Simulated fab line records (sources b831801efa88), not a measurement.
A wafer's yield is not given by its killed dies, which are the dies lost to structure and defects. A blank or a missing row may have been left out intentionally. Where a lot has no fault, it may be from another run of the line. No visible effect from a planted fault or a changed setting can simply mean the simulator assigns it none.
Problem report in the 8D (eight disciplines) form, filled by code | flow sfq line | the parts of the form that need people (team, actions taken, sign-off) are left out

== 1. WHAT IS WRONG ==
Mean M1_OVL at SFQ_M1_OVL_MEAS_911: 43 nm over 12 wafers in 4 lots; fault-free wafers: -2 nm, standard deviation 5.2. Relative to the usual mean, that is a shift of +8.7 standard deviations.
First seen on wafer L304.1, day 28 10:53, on overlay-01. Wafers with a number at this step in the record: 48, from 16 lots. By rule, "out" or "out of limits" means more than 4 standard deviations away from the usual mean. Any other wafer with a number is counted as sound.

== 2. WHAT IT IS, WHAT IT ISN'T ==
question                    | is                     | is not
which readings at this step | M1_OVL                 | -
which lots                  | L304, L305, L306, L307 | L292, L293, L294, L295, L297, L299, L300, L301, L303, L308, L313, L315
which wafers of those lots  | all that have a number | -
read on which gauges        | overlay-01, overlay-02 | -
when                        | from day 28 10:53      | up to then (27 sound wafers); but 9 sound wafers of L308, L313, L315 came after

== 3. WHAT RULES OUT EACH SUSPECT ==
Counting: a tool stays on the suspect list if, at a process step up to the reading, it processed all lots that are out and no sound lot following the first of them.
- the gauge at SFQ_M1_OVL_MEAS_911: ruled out. 2 gauges (overlay-01, overlay-02) read the wafers that are out.
- krf scanner-02 at SFQ_TRILAYER_M1_LITHO_EXPOSE_040 (exposes mask M1, target cd 500 nm): kept. Every lot that is out went through it, starting with L304 (day 28 09:23), and after that it ran no sound lot; the last sound lot it ran before then is L303 (day 28 04:59).
The count leaves krf scanner-02 at SFQ_TRILAYER_M1_LITHO_EXPOSE_040.

== 4. THE CAUSE (what the simulator had put in) ==
Scanner matching overlay: krf scanner-02, from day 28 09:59 on, at SFQ_TRILAYER_M1_LITHO_EXPOSE_040. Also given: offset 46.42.
This tool alone remained once counting was done.

== 5. SEQUENCE OF EFFECTS, ordered by route ==
Each row: a reading where the mean over the struck wafers with a number is more than 3 standard deviations away from the usual. Only readings whose record carries a usual standard deviation are examined. hours: median over the lots of the time between each lot's start at the first step of this table that gives one and its start at this step. sigmas: the change, counted in usual standard deviations.
hours | step                | reading | usual | on struck wafers | change | sigmas
0     | SFQ_M1_OVL_MEAS_911 | M1_OVL  | -2 nm | 43               | +45    | +8.7

== 6. WHAT WOULD HAVE CAUGHT IT SOONER ==
In this record the first reading out of limits at a measuring or inspecting step was taken at day 28 10:53, 1 hour after the fault began at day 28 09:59.
Lots out: 4; of these, L306, L307 started SFQ_TRILAYER_M1_LITHO_EXPOSE_040 on krf scanner-02 after day 28 10:53. A hold on the tool at that time would have spared those 2.
